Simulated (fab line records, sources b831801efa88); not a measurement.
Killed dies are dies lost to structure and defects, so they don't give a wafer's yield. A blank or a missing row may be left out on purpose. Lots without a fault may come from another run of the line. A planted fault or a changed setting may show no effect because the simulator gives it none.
fab line records | flow sky130
record lots=7 wafers=21 last_day=50
route steps=708 shown VT_ADJUST_LVTN@99 PAD_OPEN@708
lots that met no fault: from a run of the same line without faults
start_h: hours from the record's first day to the start of the lot's first wafer shown | wait_h: hours since the lot's step before | " the same as in the row above | L1.1+2: a row that stands for several wafers | - no value, or no start given | * or withheld: withheld | < > ~ a bound
route shown NAME@n: a module of which the file shows steps, and the number in the route of the first | usual: mean/standard deviation of fault-free wafers | same: alike in all rows | chamber/n: place in a boat | sites: the reading at each site | _std_site: their standard deviation | _edge_site: outer sites' mean less inner sites' | radius_mm: how far each site lies from the wafer's centre | mask NAME#n: copy n | behind: the tool/chamber that last shaped the wafer | hold: why the lot was held/for how many hours/how that ended | device: the transistor (n, p or np) that didn't switch | end of line: the same wafers' tests at the end of the route | a step without rows: its recipe alone | killed: dies lost to structure and defects at the first sort, not the wafer's yield | map: a wafer's dies, x killed, . not, _ none there
set.NAME: the setting as run; set.NAME@STEP: as run at that earlier step | model.NAME: the simulator's own value behind a step, which no gauge read
lots at some steps of the route; a table a step, a row a wafer
services: from which hour (start_h, from the record's first day; less than 0 if before it) a tool's chamber was out of use, for how many hours, and why
## steps
# step SKY_VT_ADJUST_LVTN_COAT_02
# recipe spin_rpm=2000 resist_thk_nm=3000
# step SKY_VT_ADJUST_LVTN_SOFTBAKE_03
# recipe temp_c=110 time_s=withheld
# step SKY_VT_ADJUST_LVTN_EXPOSE_04
# recipe mask_id=NWM_COMPLEMENT_LESS_NATIVE na=0.6 source_shape=conventional sigma_outer=0.6 polarization=unpolarized target_cd_nm=840 dose_mj=194
# step SKY_VT_ADJUST_LVTN_PEB_05
# recipe temp_c=115 time_s=withheld
# step SKY_VT_ADJUST_LVTN_DEVELOP_06
# recipe wall_angle_deg=90 developer=TMAH develop_time_s=60 dev_temp_c=23
# step SKY_VT_ADJUST_LVTN_OVL_MEAS_07
# usual VT_ADJUST_LVTN_OVL=-0.5/1.4
# columns lot.wafer tool chamber start_h wait_h VT_ADJUST_LVTN_OVL[nm]
L676.1 overlay-01 - 161.99 - 0.4
L676.2 " - " " -0.3
L676.5 " - " " -1.9
L679.3 overlay-02 - 185.65 - 3.4
L679.4 " - " " 1.3
L679.6 " - " " 4.6
L685.1 overlay-01 - 225.00 - -1.0
L685.3 " - " " 0.5
L685.5 " - " " -1.1
L686.3 overlay-01 - 238.30 - 1.4
L686.4 " - " " -0.1
L686.6 " - " " 0.6
L687.1 overlay-01 - 241.12 - -0.5
L687.2 " - " " -0.1
L687.6 " - " " -0.5
L694.1 overlay-01 - 284.49 - -1.8
L694.4 " - " " -2.6
L694.6 " - " " -1.1
L695.1 overlay-01 - 292.17 - -1.1
L695.5 " - " " -2.6
L695.6 " - " " -1.9
# step SKY_VT_ADJUST_LVTN_IMPLANT_08
# recipe species=B energy_kev=30 dose_cm2=1.57e+12 tilt_deg=withheld
# step SKY_VT_ADJUST_LVTN_STRIP_09
# recipe chemistry=O2/N2 power_w=1400 pressure_mtorr=1500 platen_temp_c=withheld o2_flow_sccm=3000 n2_flow_sccm=300 overash_fraction=0.5
# usual drypump_motor_current_A=5.8/0.56 oes_product_au=0.722/0.0049 strip_time_to_endpoint_s=37.02/0.091
# columns lot.wafer tool chamber start_h wait_h drypump_motor_current_A oes_product_au rf_hours_counter_h strip_time_to_endpoint_s
L676.1 plasma_asher-02 1 162.17 0.1 6.3 0.727 48 36.82
L676.2 " 0 " " 6.4 0.720 48 36.87
L676.5 " 0 " " 6.4 0.732 - 36.87
L679.3 plasma_asher-04 1 185.86 0.1 5.1 0.728 - 36.99
L679.4 " 0 " " 5.2 0.727 - 37.04
L679.6 " 1 " " 5.1 0.718 - 37.02
L685.1 plasma_asher-02 0 225.18 0.1 6.4 0.719 54 36.98
L685.3 " 1 " " 6.3 0.722 - 36.97
L685.5 " 1 " " 6.3 0.727 - 37.03
L686.3 plasma_asher-01 1 238.51 0.1 5.4 0.716 - 37.01
L686.4 " 0 " " 6.1 0.726 - 37.05
L686.6 " 1 " " 5.4 0.722 - 36.97
L687.1 plasma_asher-04 1 241.31 0.1 5.1 0.718 12 36.97
L687.2 " 0 " " 5.1 0.712 12 37.02
L687.6 " 0 " " 5.1 0.727 - 36.97
L694.1 plasma_asher-02 0 284.77 0.2 6.4 0.719 61 36.80
L694.4 " 0 " " 6.4 0.724 - 36.90
L694.6 " 0 " " 6.4 0.720 - 36.91
L695.1 plasma_asher-02 0 292.36 0.1 6.4 0.722 62 37.14
L695.5 " 0 " " 6.4 0.721 - 36.98
L695.6 " 1 " " 6.3 0.725 - 37.06
# step SKY_VT_ADJUST_LVTN_TW_MEAS_10
# usual VT_ADJUST_LVTN_TW=242.3/1.8
# columns lot.wafer tool chamber start_h wait_h VT_ADJUST_LVTN_TW
L676.1 film_metro-01 - 162.27 0.1 243.1
L676.2 " - " " 244.7
L676.5 " - " " 243.7
L679.3 film_metro-03 - 185.94 0.1 241.5
L679.4 " - " " 240.2
L679.6 " - " " 238.9
L685.1 film_metro-01 - 225.28 0.1 242.3
L685.3 " - " " 244.8
L685.5 " - " " 244.4
L686.3 film_metro-01 - 238.59 0.1 244.2
L686.4 " - " " 244.1
L686.6 " - " " 241.8
L687.1 film_metro-02 - 241.41 0.1 243.4
L687.2 " - " " 242.6
L687.6 " - " " 244.8
L694.1 film_metro-01 - 284.87 0.1 242.5
L694.4 " - " " 243.5
L694.6 " - " " 242.7
L695.1 film_metro-03 - 292.46 0.1 241.0
L695.5 " - " " 240.6
L695.6 " - " " 240.3
# step SKY_VT_ADJUST_LVTN_DEHYDRATE_11
# recipe temp_c=200 time_s=60
# step SKY_VT_ADJUST_LVTN_HMDS_12
# recipe prime_time_s=60 prime_temp_c=120
# step SKY_VT_ADJUST_LVTN_COAT_13
# recipe resist=NOVOLAK spin_rpm=3000 resist_thk_nm=1140
# step SKY_VT_ADJUST_LVTN_SOFTBAKE_14
# recipe temp_c=90 time_s=60 resist=NOVOLAK
# usual run_length_s=89.18/0.14
# columns lot.wafer tool chamber start_h wait_h run_length_s
L676.1 litho_track-04 0 173.14 0.1 89.32
L676.2 " 0 " " 89.19
L676.5 " 0 " " 89.34
L679.3 litho_track-02 0 196.70 0.1 89.47
L679.4 " 0 " " 89.34
L679.6 " 0 " " 89.03
L685.1 litho_track-04 0 235.89 0.1 98.68
L685.3 " 0 " " 98.56
L685.5 " 0 " " 98.65
L686.3 litho_track-04 0 251.09 0.1 98.46
L686.4 " 0 " " 98.49
L686.6 " 0 " " 98.47
L687.1 litho_track-04 0 252.99 0.1 98.60
L687.2 " 0 " " 98.75
L687.6 " 0 " " 98.45
L694.1 litho_track-02 0 298.05 0.1 89.00
L694.4 " 0 " " 89.04
L694.6 " 0 " " 89.05
L695.1 litho_track-02 0 305.50 0.1 89.15
L695.5 " 0 " " 89.21
L695.6 " 0 " " 89.29
# step SKY_VT_ADJUST_LVTN_EXPOSE_15
# recipe mask_id=HVN_STD_DERIVED na=0.6 source_shape=conventional sigma_outer=0.6 polarization=unpolarized target_cd_nm=600 dose_mj=163
# step SKY_PAD_OPEN_PROBE_99
# usual killed_at_M0_to_M3=43/7.4 killed_at_M4_up=3.1/1.9 killed_at_contacts=25/5.4 killed_at_front_end=15/4.3 killed_at_other=0.3/0.54 killed_dies=86/10 killed_open=46/7.4 killed_short=40/7
# same gross_dies=492 killed_at_back_side=0
# columns lot.wafer tool chamber start_h wait_h killed_at_M0_to_M3 killed_at_M4_up killed_at_contacts killed_at_front_end killed_at_other killed_dies killed_open killed_short
L676.1 prober-01 - 1104.26 0.1 47 4 31 16 0 98 57 40
L676.2 prober-01 - 1104.31 0.1 56 2 28 13 0 99 60 39
L676.5 prober-01 - 1104.46 0.2 50 5 29 14 0 98 62 34
L679.3 prober-02 - 1119.94 0.2 43 6 24 19 0 92 37 55
L679.4 prober-02 - 1119.99 0.2 43 2 25 16 2 88 51 36
L679.6 prober-02 - 1120.09 0.2 43 1 21 22 0 87 40 47
L685.1 prober-02 - 1152.24 0.1 46 5 16 19 0 86 41 45
L685.3 prober-02 - 1152.34 0.2 44 3 26 11 0 84 38 46
L685.5 prober-02 - 1152.44 0.2 37 1 30 19 0 87 42 45
L686.3 prober-01 - 1162.84 0.2 48 3 20 13 1 85 43 41
L686.4 prober-01 - 1162.89 0.2 38 2 22 25 1 88 45 42
L686.6 prober-01 - 1162.99 0.2 40 2 20 17 0 79 39 40
L687.1 prober-02 - 1166.49 0.1 41 3 30 14 1 89 45 43
L687.2 prober-02 - 1166.54 0.1 50 5 24 22 0 101 53 47
L687.6 prober-02 - 1166.74 0.2 53 1 20 19 0 93 49 43
# killed by level:class
L676.1 VIA3:geometric_particle:open=14 VIA1:geometric_particle:open=9 CONTACT:geometric_particle:short=9 CONTACT:geometric_particle:open=9 VIA2:geometric_particle:open=8 FIELD_ISO:geometric_particle:open=7 LI_CONTACT:geometric_particle:open=5 FIELD_ISO:geometric_particle:short=4
L676.2 CONTACT:geometric_particle:open=12 LI_CONTACT:geometric_particle:open=10 VIA3:geometric_particle:open=9 VIA2:geometric_particle:open=9 METAL3:geometric_particle:short=9 METAL1:geometric_particle:short=7 VIA1:geometric_particle:open=7 POLY_GATE:geometric_particle:open=6
L676.5 CONTACT:geometric_particle:open=14 VIA1:geometric_particle:open=13 VIA3:geometric_particle:open=9 LI_CONTACT:geometric_particle:open=7 VIA2:geometric_particle:open=6 FIELD_ISO:geometric_particle:open=5 LOCAL_INTERCONNECT:geometric_particle:short=4 METAL1:geometric_particle:short=4
L679.3 FIELD_ISO:geometric_particle:short=11 LI_CONTACT:geometric_particle:open=8 METAL2:geometric_particle:short=8 VIA1:geometric_particle:open=7 CONTACT:geometric_particle:open=5 VIA1:geometric_particle:short=5 POLY_GATE:geometric_particle:short=4 LI_CONTACT:geometric_particle:short=4
L679.4 VIA1:geometric_particle:open=11 LI_CONTACT:geometric_particle:open=10 POLY_GATE:geometric_particle:short=6 METAL2:geometric_particle:open=6 LI_CONTACT:geometric_particle:short=6 CONTACT:geometric_particle:short=5 POLY_GATE:geometric_particle:open=5 VIA1:geometric_particle:short=5
L679.6 LI_CONTACT:geometric_particle:open=8 VIA3:geometric_particle:open=8 METAL2:geometric_particle:short=7 FIELD_ISO:geometric_particle:short=6 METAL1:geometric_particle:short=6 VIA1:geometric_particle:open=6 CONTACT:geometric_particle:open=5 POLY_GATE:geometric_particle:short=4
L685.1 VIA1:geometric_particle:short=10 VIA1:geometric_particle:open=8 LI_CONTACT:geometric_particle:open=7 VIA3:geometric_particle:open=7 FIELD_ISO:geometric_particle:short=6 METAL2:geometric_particle:short=6 METAL1:geometric_particle:short=6 POLY_GATE:geometric_particle:short=5
L685.3 METAL2:geometric_particle:short=10 VIA1:geometric_particle:open=9 CONTACT:geometric_particle:short=8 CONTACT:geometric_particle:open=7 LOCAL_INTERCONNECT:geometric_particle:short=6 VIA3:geometric_particle:open=6 POLY_GATE:geometric_particle:open=4 VIA2:geometric_particle:short=4
L685.5 VIA1:geometric_particle:open=10 METAL2:geometric_particle:short=9 CONTACT:geometric_particle:open=8 CONTACT:geometric_particle:short=7 LOCAL_INTERCONNECT:geometric_particle:short=6 POLY_GATE:geometric_particle:short=5 FIELD_ISO:geometric_particle:open=4 FIELD_ISO:geometric_particle:short=4
L686.3 VIA1:geometric_particle:open=11 VIA3:geometric_particle:open=9 CONTACT:geometric_particle:open=7 VIA1:geometric_particle:short=7 FIELD_ISO:geometric_particle:short=6 METAL2:geometric_particle:short=6 METAL1:geometric_particle:short=6 LI_CONTACT:geometric_particle:open=5
L686.4 VIA1:geometric_particle:open=10 LI_CONTACT:geometric_particle:open=6 LOCAL_INTERCONNECT:geometric_particle:short=6 POLY_GATE:geometric_particle:open=5 CONTACT:geometric_particle:open=5 VIA2:geometric_particle:open=5 FIELD_ISO:geometric_particle:short=4 SPACER:geometric_particle:short=4
L686.6 VIA1:geometric_particle:open=11 VIA1:geometric_particle:short=8 POLY_GATE:geometric_particle:short=6 LI_CONTACT:geometric_particle:open=6 METAL1:geometric_particle:short=5 VIA3:geometric_particle:open=5 FIELD_ISO:geometric_particle:open=4 LOCAL_INTERCONNECT:geometric_particle:short=4
L687.1 LI_CONTACT:geometric_particle:open=9 VIA1:geometric_particle:open=9 CONTACT:geometric_particle:open=8 VIA3:geometric_particle:open=6 LI_CONTACT:geometric_particle:short=5 VIA1:geometric_particle:short=5 VIA2:geometric_particle:open=5 FIELD_ISO:geometric_particle:short=4
L687.2 VIA1:geometric_particle:open=12 FIELD_ISO:geometric_particle:short=10 VIA2:geometric_particle:open=9 VIA1:geometric_particle:short=7 LI_CONTACT:geometric_particle:open=6 CONTACT:geometric_particle:open=6 VIA3:geometric_particle:open=6 METAL1:geometric_particle:short=6
L687.6 VIA1:geometric_particle:open=13 CONTACT:geometric_particle:open=10 METAL2:geometric_particle:short=8 VIA3:geometric_particle:open=8 VIA1:geometric_particle:short=6 POLY_GATE:geometric_particle:short=6 METAL1:geometric_particle:short=6 FIELD_ISO:geometric_particle:open=3
## services
# columns tool chamber start_h hours kind
plasma_asher-01 - 180.68 1.0 repair
plasma_asher-01 - 190.72 5.4 repair
plasma_asher-01 - 193.62 7.4 repair
plasma_asher-01 - 239.41 1.6 repair
plasma_asher-01 - 267.53 15.6 pm
plasma_asher-04 - 277.87 0.9 repair
plasma_asher-04 - 278.74 14.6 pm
plasma_asher-01 - 283.13 2.8 pm
## key
first_sign step=SKY_VT_ADJUST_LVTN_SOFTBAKE_14 reading=run_length_s direction=up sigmas=65 usual=* struck=*
effect none on later readings
met_at SKY_VT_ADJUST_LVTN_SOFTBAKE_14
struck_wafers L685.1,L685.3,L685.5,L686.3,L686.4,L686.6,L687.1,L687.2,L687.6
tester_left_out L685,L686,L687
onset_between 173.14 235.89
fault kind=process_parameter_drift tool=litho_track-04 chamber=- onset_h=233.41 steps=SKY_VT_ADJUST_LVTN_SOFTBAKE_14 channel=time_s offset=* shape=step end_h=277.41 acts_in=* stated=*
# tester_left_out: of these lots the tester's yield and bins aren't shown, on N5 and GAA mostly nor the transistor test; their killed dies are dies lost to structure and defects alone, not to doping, threshold or leakage, so they don't give the yield
